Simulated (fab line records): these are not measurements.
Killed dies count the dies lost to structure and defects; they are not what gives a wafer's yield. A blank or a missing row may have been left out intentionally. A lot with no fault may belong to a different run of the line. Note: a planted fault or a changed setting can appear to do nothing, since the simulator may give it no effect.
Which tool was responsible? | flow gf180mcu | Sampling: 13 lots, 39 wafers, 5 of 602 route steps

## WHAT THE GAUGES READ, wafer by wafer
GF_V3_THK_MEAS_25: measures by xrf.
lot  | measured     | on            | V3_W_THK (nm)
L652 | day 22 09:46 | film-metro-01 | 349 354 350
L655 | day 23 14:52 | film-metro-01 | 351 353 347
L656 | day 24 03:55 | film-metro-03 | 356 353 352
L661 | day 25 14:28 | film-metro-01 | 352 355 344
L662 | day 25 21:37 | film-metro-04 | 347 344 345
L663 | day 26 09:06 | film-metro-01 | 355 358 348
L665 | day 26 22:23 | film-metro-03 | 351 352 354
L666 | day 27 04:37 | film-metro-01 | 349 342 348
L667 | day 27 16:02 | film-metro-04 | 350 347 349
L668 | day 27 20:58 | film-metro-01 | 349 351 351
L669 | day 28 04:46 | film-metro-01 | 357 356 351
L671 | day 28 15:17 | film-metro-01 | 355 355 356
L674 | day 29 15:55 | film-metro-03 | 346 349 351

GF_M5_CD_MEAS_07: the cd target is 280 nm.
lot  | measured     | on        | cd-nm (nm)
L652 | day 26 06:54 | cd-sem-02 | 279.6 279.8 279.8
L655 | day 27 09:04 | cd-sem-02 | 279.7 277.9 278.2
L656 | day 27 21:53 | cd-sem-02 | 279.3 279.1 279.4
L661 | day 29 02:32 | cd-sem-02 | 278.0 279.5 279.5
L662 | day 29 09:59 | cd-sem-02 | 281.9 281.9 281.2
L663 | day 29 20:19 | cd-sem-02 | 282.2 279.9 280.5
L665 | day 30 08:20 | cd-sem-01 | 279.8 278.9 278.3
L666 | day 30 12:29 | cd-sem-01 | 281.1 281.9 282.2
L667 | day 31 00:54 | cd-sem-02 | 278.6 279.4 280.3
L668 | day 31 03:35 | cd-sem-01 | 272.6 272.3 273.8
L669 | day 31 09:53 | cd-sem-01 | 271.4 270.9 272.6
L671 | day 31 21:08 | cd-sem-01 | 272.1 273.2 272.7
L674 | day 32 16:59 | cd-sem-01 | 278.9 278.0 277.9

## EACH LOT AND THE TOOL THAT RAN IT (in order: tool; ch and the chambers of the sampled wafers; start)
lot  | GF_V4_ETCH_16                      | GF_V4_SPUTTER_21             | GF_M5_PEB_05
L652 | rie-diel-01 ch 2,3, day 24 09:10   | pvd-sputter-04, day 24 09:51 | litho-track-04 ch 0, day 26 06:34
L655 | rie-diel-01 ch 1,2, day 25 13:34   | pvd-sputter-02, day 25 14:14 | litho-track-03 ch 0, day 27 08:45
L656 | rie-diel-02 ch 0,3, day 26 02:15   | pvd-sputter-01, day 26 03:01 | litho-track-02 ch 0, day 27 21:34
L661 | rie-diel-01 ch 1,3, day 27 09:54   | pvd-sputter-02, day 27 10:34 | litho-track-04 ch 0, day 29 02:07
L662 | rie-diel-01 ch 1,2, day 27 16:27   | pvd-sputter-04, day 27 17:09 | litho-track-04 ch 0, day 29 09:39
L663 | rie-diel-04 ch 0,1,3, day 28 04:32 | pvd-sputter-01, day 28 05:12 | litho-track-03 ch 0, day 29 19:51
L665 | rie-diel-04 ch 1,2,3, day 28 16:49 | pvd-sputter-01, day 28 17:28 | litho-track-02 ch 0, day 30 07:59
L666 | rie-diel-01 ch 0,1,2, day 28 20:48 | pvd-sputter-02, day 28 21:28 | litho-track-02 ch 0, day 30 12:08
L667 | rie-diel-01 ch 0,1,2, day 29 09:35 | pvd-sputter-02, day 29 10:20 | litho-track-03 ch 0, day 31 00:33
L668 | rie-diel-04 ch 0,1, day 29 12:44   | pvd-sputter-01, day 29 13:44 | litho-track-02 ch 0, day 31 03:16
L669 | rie-diel-04 ch 0,1,3, day 29 20:18 | pvd-sputter-01, day 29 20:58 | litho-track-02 ch 0, day 31 09:34
L671 | rie-diel-01 ch 2,3, day 30 07:08   | pvd-sputter-01, day 30 07:49 | litho-track-02 ch 0, day 31 20:49
L674 | rie-diel-01 ch 0,1,2, day 31 05:36 | pvd-sputter-01, day 31 06:17 | litho-track-04 ch 0, day 32 16:38
- GF_V4_ETCH_16: etches BARC in N2/H2.
- GF_V4_SPUTTER_21: material Ti, target thk 15 nm, time 80.02 s.
- GF_M5_PEB_05: peb time 90 s.

## AS READ BY THE TOOLS THEMSELVES (means over the sampled wafers that have a number; for cases with no such wafer, the mark the record gives instead)
GF_V4_ETCH_16.
lot  | tool        | drypump-motor-current-A (A) | oes-product-au (a.u.) | throttle-valve-pct (%)
L652 | rie-diel-01 | 5.62                        | 0.854                 | 13.226
L655 | rie-diel-01 | 5.53                        | 0.854                 | 13.221
L656 | rie-diel-02 | 6.18                        | 0.852                 | 13.232
L661 | rie-diel-01 | 5.60                        | 0.855                 | 13.228
L662 | rie-diel-01 | 5.54                        | 0.848                 | 13.224
L663 | rie-diel-04 | 5.72                        | 0.855                 | 13.217
L665 | rie-diel-04 | 5.75                        | 0.848                 | 13.225
L666 | rie-diel-01 | 5.51                        | 0.859                 | 13.232
L667 | rie-diel-01 | 5.50                        | 0.854                 | 13.220
L668 | rie-diel-04 | 5.64                        | 0.855                 | 13.226
L669 | rie-diel-04 | 5.72                        | 0.854                 | 13.229
L671 | rie-diel-01 | 5.71                        | 0.854                 | 13.223
L674 | rie-diel-01 | 5.52                        | 0.854                 | 13.223

GF_V4_SPUTTER_21.
lot  | tool           | chamber-pressure-pa (Pa) | throttle-valve-pct (%)
L652 | pvd-sputter-04 | 5.009                    | 30.7
L655 | pvd-sputter-02 | 4.995                    | 31.1
L656 | pvd-sputter-01 | 4.995                    | 29.4
L661 | pvd-sputter-02 | 4.989                    | 31.2
L662 | pvd-sputter-04 | 4.993                    | 30.7
L663 | pvd-sputter-01 | 5.002                    | 29.3
L665 | pvd-sputter-01 | 4.999                    | 30.5
L666 | pvd-sputter-02 | 4.998                    | 30.6
L667 | pvd-sputter-02 | 5.000                    | 30.3
L668 | pvd-sputter-01 | 5.005                    | 30.5
L669 | pvd-sputter-01 | 4.995                    | 30.5
L671 | pvd-sputter-01 | 4.996                    | 30.7
L674 | pvd-sputter-01 | 5.002                    | 30.1

## THE ANSWER, worked out from the rows above alone
Rule: the lots themselves supply what counts as usual. Put in order of their means at a reading, lots are off if they are a third of the lots or fewer, leave a main group of 4 or more, and stand apart from it by a gap of 3 or more times the standard deviation of the main group's means; of several such gaps the widest counts. Not used: any main group whose means are identical at the precision the tables above print for the reading. Also off: a lot with no number at a reading for which 4 or more lots have one. Any other lot the step has rows for is counted as sound. After the gauges, taken in route order, come the tools' own readings; for these a lot's mean is taken, as printed above. The first step at which some lot is off is used, and at that step the reading that is off furthest; a lot without a number counts as furthest.
Off: L668, L669, L671 (GF_M5_CD_MEAS_07, cd-nm). The main group: mean 279.8 nm, standard deviation 1.2.
A tool fits if, at a process step before that reading, it ran every lot that is off, and no sound lot after the first of them. Gauges at GF_M5_CD_MEAS_07: tried the same way as those tools. One fits: GF_M5_PEB_05 on litho-track-02. A fault onset in the window from L666 (day 30 12:08, its last sound lot) to L668 (day 31 03:16, its first lot off) fits.

## WHAT THE SIMULATOR PUT IN
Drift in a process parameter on litho-track-02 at GF_M5_PEB_05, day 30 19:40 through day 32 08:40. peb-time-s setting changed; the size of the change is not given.
Shown lots that were struck: L668, L669, L671. The rule above found the same.
